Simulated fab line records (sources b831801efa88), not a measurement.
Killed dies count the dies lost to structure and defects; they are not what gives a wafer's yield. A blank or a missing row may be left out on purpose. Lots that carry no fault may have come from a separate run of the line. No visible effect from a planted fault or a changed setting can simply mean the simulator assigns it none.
Code-filled problem report in 8D (eight disciplines) form + flow gf180mcu + the parts of the form that need people (team, actions taken, sign-off) are left out

## 1. PROBLEM STATEMENT
Mean DNWELL_TW at GF_DNWELL_TW_MEAS_09: 1046 over 6 wafers in 2 lots; fault-free wafers: 1354, standard deviation 14. Measured from the usual mean, that is -22 standard deviations.
First observed at day 5 21:19: wafer L321.1, on film-metro-01. The record has a number at this step for 39 wafers belonging to 13 lots. By rule, "out" or "out of limits" means more than 4 standard deviations away from the usual mean. The other wafers with a number count as sound.

## 2. WHAT IT IS, WHAT IT ISN'T
| question                    | is                           | is not                                                                          |
|-----------------------------|------------------------------|---------------------------------------------------------------------------------|
| which readings at this step | DNWELL_TW                    | -                                                                               |
| which lots                  | L321, L322                   | L307, L308, L309, L311, L312, L313, L314, L315, L323, L326, L328                |
| which wafers of those lots  | all that have a number       | -                                                                               |
| read on which gauges        | film-metro-01, film-metro-03 | film-metro-04                                                                   |
| when                        | from day 5 21:19             | up to then (24 sound wafers); but 9 sound wafers of L323, L326, L328 came after |

## 3. THE SUSPECTS, EACH WITH WHAT RULES IT OUT
Counting: a tool at a process step up to the reading stays a suspect if it ran every lot that is out and no sound lot after the first of them.
- the gauge at GF_DNWELL_TW_MEAS_09: ruled out. The wafers that are out were read on 2 gauges (film-metro-01, film-metro-03).
- implanter-01 at GF_DNWELL_IMPLANT_07: kept. It ran every lot that is out, first L321 (day 5 21:04), and no sound lot after that; its last sound lot up to then is L309 (day 3 04:35). On those wafers its own readings are out: dose-ions-cm2, faraday-current-uA.
The count leaves implanter-01 at GF_DNWELL_IMPLANT_07.

## 4. THE CAUSE (what the simulator had put in)
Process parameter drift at GF_DNWELL_IMPLANT_07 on implanter-01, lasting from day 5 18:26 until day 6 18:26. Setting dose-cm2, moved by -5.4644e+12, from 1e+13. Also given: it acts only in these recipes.
Only this tool survived the counting.

## 5. SEQUENCE OF EFFECTS, ordered by route
Each row: a reading whose mean over the struck wafers that have a number lies more than 3 standard deviations from the usual. Only readings for which the record gives a usual standard deviation are gone through. hours: the time from each lot's start at the first step in this table that gives one to its start at this step, as a median over the lots. sigmas: the change in usual standard deviations.
| hours | step                 | reading            | usual      | on struck wafers | change      | sigmas      |
|-------|----------------------|--------------------|------------|------------------|-------------|-------------|
| 0     | GF_DNWELL_IMPLANT_07 | dose-ions-cm2      | 1.0003e+13 | 4.5480e+12       | -5.4550e+12 | -99 or more |
| 0     | GF_DNWELL_IMPLANT_07 | faraday-current-uA | 56.6       | 25.6             | -31.0       | -31         |
| 0     | GF_DNWELL_TW_MEAS_09 | DNWELL_TW          | 1354       | 1046             | -308        | -22         |
Here are the process steps it includes:
- GF_DNWELL_IMPLANT_07
At these later measuring or inspecting steps, every struck wafer for which the step has a row has a number for every such reading, and none has moved that far: GF_VT_IMPLANT_RS_MEAS_49, GF_HV_LDD_OVL_MEAS_20.

## 6. HOW IT WOULD HAVE BEEN CAUGHT EARLIER
In this record the first reading out of limits at a measuring or inspecting step was taken at day 5 21:19, 3 hours after the fault began at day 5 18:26.
The tool's own readings at GF_DNWELL_IMPLANT_07 were out on every struck wafer that the step has a row for (dose-ions-cm2, faraday-current-uA): an alarm limit on them would have fired on the first of those.
L322, from the lots that are out (2), started GF_DNWELL_IMPLANT_07 on implanter-01 later than day 5 21:19. A hold on the tool at that time would have spared it.
